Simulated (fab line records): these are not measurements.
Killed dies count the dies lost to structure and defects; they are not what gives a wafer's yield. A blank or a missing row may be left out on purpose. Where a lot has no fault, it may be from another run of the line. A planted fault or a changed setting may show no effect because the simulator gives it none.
Which tool did it? || flow sky130 || 10 lots with 30 wafers sampled at 4 steps, on a route of 708 steps

## WHAT THE GAUGES SHOWED, per wafer
SKY_VT_ADJUST_NCORE_CD_MEAS_07: the cd target is 380 nm. Usual: cdNm reads 380.3 nm (standard deviation 2.1).
{"lot": "L309", "measured": "day 8 20:14", "on": "cdSem-02", "cdNm (nm)": "383.0 381.3 380.6", "flag": ""}
{"lot": "L310", "measured": "day 8 22:22", "on": "cdSem-02", "cdNm (nm)": "378.8 378.0 377.3", "flag": ""}
{"lot": "L312", "measured": "day 9 10:41", "on": "cdSem-01", "cdNm (nm)": "377.8 379.4 377.6", "flag": ""}
{"lot": "L314", "measured": "day 9 23:38", "on": "cdSem-02", "cdNm (nm)": "407.6 406.8 408.2", "flag": "OFF"}
{"lot": "L315", "measured": "day 10 07:29", "on": "cdSem-01", "cdNm (nm)": "408.1 408.6 408.7", "flag": "OFF"}
{"lot": "L316", "measured": "day 10 14:53", "on": "cdSem-02", "cdNm (nm)": "405.3 407.2 408.5", "flag": "OFF"}
{"lot": "L320", "measured": "day 11 20:53", "on": "cdSem-02", "cdNm (nm)": "394.9 395.3 394.3", "flag": "OFF"}
{"lot": "L324", "measured": "day 13 00:26", "on": "cdSem-01", "cdNm (nm)": "379.1 380.1 379.3", "flag": ""}
{"lot": "L325", "measured": "day 13 06:15", "on": "cdSem-01", "cdNm (nm)": "379.6 381.1 380.9", "flag": ""}
{"lot": "L328", "measured": "day 14 09:50", "on": "cdSem-02", "cdNm (nm)": "382.2 381.4 381.6", "flag": ""}

## WHICH TOOL RAN EACH LOT (tool, then ch and the chambers of the sampled wafers, then the start)
{"lot": "L309", "SKY_VT_ADJUST_HVTP_STRIP_10": "plasmaAsher-01 ch 0,1, day 6 08:29", "SKY_VT_ADJUST_LVTN_STRIP_09": "plasmaAsher-03 ch 0,1, day 7 03:52", "SKY_VT_ADJUST_NCORE_EXPOSE_04": "ilineStepper-01 ch 0, day 8 09:46"}
{"lot": "L310", "SKY_VT_ADJUST_HVTP_STRIP_10": "plasmaAsher-02 ch 0,1, day 6 10:24", "SKY_VT_ADJUST_LVTN_STRIP_09": "plasmaAsher-03 ch 0,1, day 7 05:40", "SKY_VT_ADJUST_NCORE_EXPOSE_04": "ilineStepper-01 ch 0, day 8 12:24"}
{"lot": "L312", "SKY_VT_ADJUST_HVTP_STRIP_10": "plasmaAsher-04 ch 0,1, day 6 20:36", "SKY_VT_ADJUST_LVTN_STRIP_09": "plasmaAsher-02 ch 0, day 7 16:31", "SKY_VT_ADJUST_NCORE_EXPOSE_04": "ilineStepper-02 ch 0, day 8 23:25"}
{"lot": "L314", "SKY_VT_ADJUST_HVTP_STRIP_10": "plasmaAsher-02 ch 0,1, day 7 07:56", "SKY_VT_ADJUST_LVTN_STRIP_09": "plasmaAsher-01 ch 0,1, day 8 04:27", "SKY_VT_ADJUST_NCORE_EXPOSE_04": "ilineStepper-02 ch 0, day 9 12:56"}
{"lot": "L315", "SKY_VT_ADJUST_HVTP_STRIP_10": "plasmaAsher-01 ch 0,1, day 7 15:05", "SKY_VT_ADJUST_LVTN_STRIP_09": "plasmaAsher-03 ch 0,1, day 8 11:58", "SKY_VT_ADJUST_NCORE_EXPOSE_04": "ilineStepper-02 ch 0, day 9 20:26"}
{"lot": "L316", "SKY_VT_ADJUST_HVTP_STRIP_10": "plasmaAsher-04 ch 0,1, day 7 22:51", "SKY_VT_ADJUST_LVTN_STRIP_09": "plasmaAsher-02 ch 0,1, day 8 19:49", "SKY_VT_ADJUST_NCORE_EXPOSE_04": "ilineStepper-02 ch 0, day 10 03:26"}
{"lot": "L320", "SKY_VT_ADJUST_HVTP_STRIP_10": "plasmaAsher-01 ch 0,1, day 9 00:04", "SKY_VT_ADJUST_LVTN_STRIP_09": "plasmaAsher-01 ch 0,1, day 9 22:36", "SKY_VT_ADJUST_NCORE_EXPOSE_04": "ilineStepper-02 ch 0, day 11 08:55"}
{"lot": "L324", "SKY_VT_ADJUST_HVTP_STRIP_10": "plasmaAsher-01 ch 0,1, day 10 00:59", "SKY_VT_ADJUST_LVTN_STRIP_09": "plasmaAsher-03 ch 0,1, day 10 23:43", "SKY_VT_ADJUST_NCORE_EXPOSE_04": "ilineStepper-01 ch 0, day 12 12:24"}
{"lot": "L325", "SKY_VT_ADJUST_HVTP_STRIP_10": "plasmaAsher-01 ch 0,1, day 10 06:14", "SKY_VT_ADJUST_LVTN_STRIP_09": "plasmaAsher-02 ch 0,1, day 11 05:04", "SKY_VT_ADJUST_NCORE_EXPOSE_04": "ilineStepper-01 ch 0, day 12 17:45"}
{"lot": "L328", "SKY_VT_ADJUST_HVTP_STRIP_10": "plasmaAsher-04 ch 0,1, day 11 07:38", "SKY_VT_ADJUST_LVTN_STRIP_09": "plasmaAsher-01 ch 0,1, day 12 07:21", "SKY_VT_ADJUST_NCORE_EXPOSE_04": "ilineStepper-01 ch 0, day 13 21:56"}
- SKY_VT_ADJUST_HVTP_STRIP_10: strips in O2/N2.
- SKY_VT_ADJUST_LVTN_STRIP_09: strips in O2/N2.
- SKY_VT_ADJUST_NCORE_EXPOSE_04: exposes mask LVTN COMPLEMENT THIN, target cd 380 nm.

## AS READ BY THE TOOLS THEMSELVES (means over the sampled wafers that have a number; for cases with no such wafer, the mark the record gives instead)
SKY_VT_ADJUST_HVTP_STRIP_10. Usual: drypumpMotorCurrentA 5.6 A, standard deviation 0.53; n2FlowSccm 300.0 sccm, standard deviation 0.93; oesProductAu 0.715 a.u., standard deviation 0.0045; stripTimeToEndpointS 14.17 s, standard deviation 0.042.
{"lot": "L309", "tool": "plasmaAsher-01", "drypumpMotorCurrentA (A)": 6.1, "n2FlowSccm (sccm)": 298.6, "oesProductAu (a.u.)": 0.719, "stripTimeToEndpointS (s)": 14.20, "flag": ""}
{"lot": "L310", "tool": "plasmaAsher-02", "drypumpMotorCurrentA (A)": 5.4, "n2FlowSccm (sccm)": 299.8, "oesProductAu (a.u.)": 0.713, "stripTimeToEndpointS (s)": 14.14, "flag": ""}
{"lot": "L312", "tool": "plasmaAsher-04", "drypumpMotorCurrentA (A)": 5.1, "n2FlowSccm (sccm)": 300.4, "oesProductAu (a.u.)": 0.718, "stripTimeToEndpointS (s)": 14.21, "flag": ""}
{"lot": "L314", "tool": "plasmaAsher-02", "drypumpMotorCurrentA (A)": 5.7, "n2FlowSccm (sccm)": 299.4, "oesProductAu (a.u.)": 0.715, "stripTimeToEndpointS (s)": 14.25, "flag": ""}
{"lot": "L315", "tool": "plasmaAsher-01", "drypumpMotorCurrentA (A)": 5.9, "n2FlowSccm (sccm)": 299.8, "oesProductAu (a.u.)": 0.717, "stripTimeToEndpointS (s)": 14.19, "flag": ""}
{"lot": "L316", "tool": "plasmaAsher-04", "drypumpMotorCurrentA (A)": 5.1, "n2FlowSccm (sccm)": 299.3, "oesProductAu (a.u.)": 0.716, "stripTimeToEndpointS (s)": 14.25, "flag": ""}
{"lot": "L320", "tool": "plasmaAsher-01", "drypumpMotorCurrentA (A)": 6.1, "n2FlowSccm (sccm)": 300.0, "oesProductAu (a.u.)": 0.717, "stripTimeToEndpointS (s)": 14.16, "flag": ""}
{"lot": "L324", "tool": "plasmaAsher-01", "drypumpMotorCurrentA (A)": 5.8, "n2FlowSccm (sccm)": 299.9, "oesProductAu (a.u.)": 0.713, "stripTimeToEndpointS (s)": 14.20, "flag": ""}
{"lot": "L325", "tool": "plasmaAsher-01", "drypumpMotorCurrentA (A)": 6.1, "n2FlowSccm (sccm)": 299.7, "oesProductAu (a.u.)": 0.717, "stripTimeToEndpointS (s)": 14.16, "flag": ""}
{"lot": "L328", "tool": "plasmaAsher-04", "drypumpMotorCurrentA (A)": 5.1, "n2FlowSccm (sccm)": 300.2, "oesProductAu (a.u.)": 0.714, "stripTimeToEndpointS (s)": 14.10, "flag": ""}

SKY_VT_ADJUST_LVTN_STRIP_09. Usual: drypumpMotorCurrentA 5.7 A, standard deviation 0.48; n2FlowSccm 299.9 sccm, standard deviation 0.8; oesProductAu 0.722 a.u., standard deviation 0.0047; stripTimeToEndpointS 36.89 s, standard deviation 0.13.
{"lot": "L309", "tool": "plasmaAsher-03", "drypumpMotorCurrentA (A)": 5.5, "n2FlowSccm (sccm)": 300.2, "oesProductAu (a.u.)": 0.720, "stripTimeToEndpointS (s)": 36.80, "flag": ""}
{"lot": "L310", "tool": "plasmaAsher-03", "drypumpMotorCurrentA (A)": 5.5, "n2FlowSccm (sccm)": 299.9, "oesProductAu (a.u.)": 0.720, "stripTimeToEndpointS (s)": 36.96, "flag": ""}
{"lot": "L312", "tool": "plasmaAsher-02", "drypumpMotorCurrentA (A)": 5.0, "n2FlowSccm (sccm)": 299.9, "oesProductAu (a.u.)": 0.718, "stripTimeToEndpointS (s)": 36.92, "flag": ""}
{"lot": "L314", "tool": "plasmaAsher-01", "drypumpMotorCurrentA (A)": 5.9, "n2FlowSccm (sccm)": 299.7, "oesProductAu (a.u.)": 0.724, "stripTimeToEndpointS (s)": 36.85, "flag": ""}
{"lot": "L315", "tool": "plasmaAsher-03", "drypumpMotorCurrentA (A)": 5.8, "n2FlowSccm (sccm)": 299.6, "oesProductAu (a.u.)": 0.722, "stripTimeToEndpointS (s)": 36.96, "flag": ""}
{"lot": "L316", "tool": "plasmaAsher-02", "drypumpMotorCurrentA (A)": 5.4, "n2FlowSccm (sccm)": 299.2, "oesProductAu (a.u.)": 0.722, "stripTimeToEndpointS (s)": 37.02, "flag": ""}
{"lot": "L320", "tool": "plasmaAsher-01", "drypumpMotorCurrentA (A)": 6.1, "n2FlowSccm (sccm)": 300.2, "oesProductAu (a.u.)": 0.728, "stripTimeToEndpointS (s)": 36.99, "flag": ""}
{"lot": "L324", "tool": "plasmaAsher-03", "drypumpMotorCurrentA (A)": 5.8, "n2FlowSccm (sccm)": 300.1, "oesProductAu (a.u.)": 0.722, "stripTimeToEndpointS (s)": 36.82, "flag": ""}
{"lot": "L325", "tool": "plasmaAsher-02", "drypumpMotorCurrentA (A)": 5.7, "n2FlowSccm (sccm)": 299.4, "oesProductAu (a.u.)": 0.721, "stripTimeToEndpointS (s)": 36.97, "flag": ""}
{"lot": "L328", "tool": "plasmaAsher-01", "drypumpMotorCurrentA (A)": 5.9, "n2FlowSccm (sccm)": 299.7, "oesProductAu (a.u.)": 0.721, "stripTimeToEndpointS (s)": 36.86, "flag": ""}

SKY_VT_ADJUST_NCORE_EXPOSE_04. Usual: exposureDoseMJCm2 reads 138.8 (standard deviation 0.71).
{"lot": "L309", "tool": "ilineStepper-01", "exposureDoseMJCm2": 138.1, "flag": ""}
{"lot": "L310", "tool": "ilineStepper-01", "exposureDoseMJCm2": 138.0, "flag": ""}
{"lot": "L312", "tool": "ilineStepper-02", "exposureDoseMJCm2": 139.4, "flag": ""}
{"lot": "L314", "tool": "ilineStepper-02", "exposureDoseMJCm2": 154.0, "flag": "OFF"}
{"lot": "L315", "tool": "ilineStepper-02", "exposureDoseMJCm2": 154.3, "flag": "OFF"}
{"lot": "L316", "tool": "ilineStepper-02", "exposureDoseMJCm2": 151.4, "flag": "OFF"}
{"lot": "L320", "tool": "ilineStepper-02", "exposureDoseMJCm2": 147.3, "flag": "OFF"}
{"lot": "L324", "tool": "ilineStepper-01", "exposureDoseMJCm2": 138.3, "flag": ""}
{"lot": "L325", "tool": "ilineStepper-01", "exposureDoseMJCm2": 138.1, "flag": ""}
{"lot": "L328", "tool": "ilineStepper-01", "exposureDoseMJCm2": 138.2, "flag": ""}

## THE ANSWER, worked out from the rows above alone
Rule: take the mean of a lot's wafers that have a number; if it is more than 3 standard deviations from the usual mean, the lot is off. A lot without any number at a reading at which 4 lots or more have one is off too. Any other lot the step has rows for is counted as sound. Order of review: gauges by route order, followed by the tools' own readings, for which a lot's mean as printed above is used. At the first step where some lot is off, the reading lying furthest off is the one used; lots without a number count as furthest.
Off: L314, L315, L316, L320, at SKY_VT_ADJUST_NCORE_CD_MEAS_07 (cdNm).
If a tool, at a process step before that reading, ran all the lots that are off and no sound lot after the first of them, it fits. The gauges at SKY_VT_ADJUST_NCORE_CD_MEAS_07 aren't tried: what is off there is off at SKY_VT_ADJUST_NCORE_EXPOSE_04 too, on other tools, and a gauge's error can't cause that. One candidate fits, namely ilineStepper-02 at SKY_VT_ADJUST_NCORE_EXPOSE_04. Its last sound lot is L312 (day 8 23:25), its first lot that is off L314 (day 9 12:56): a fault that began between those two fits.
On the lots that are off, the tool's own readings at SKY_VT_ADJUST_NCORE_EXPOSE_04 differ by more than 5 times the standard deviation of the sound lots' means, which bears it out; exposureDoseMJCm2 reads 151.8 there versus 138.3 on the sound lots.

## WHAT THE SIMULATOR PUT IN
Process parameter drift: ilineStepper-02, from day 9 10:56 on, at SKY_VT_ADJUST_NCORE_EXPOSE_04. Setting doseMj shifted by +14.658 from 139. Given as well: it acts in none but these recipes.
Lots struck among those shown: L314, L315, L316, L320. The rule given above showed the same thing.
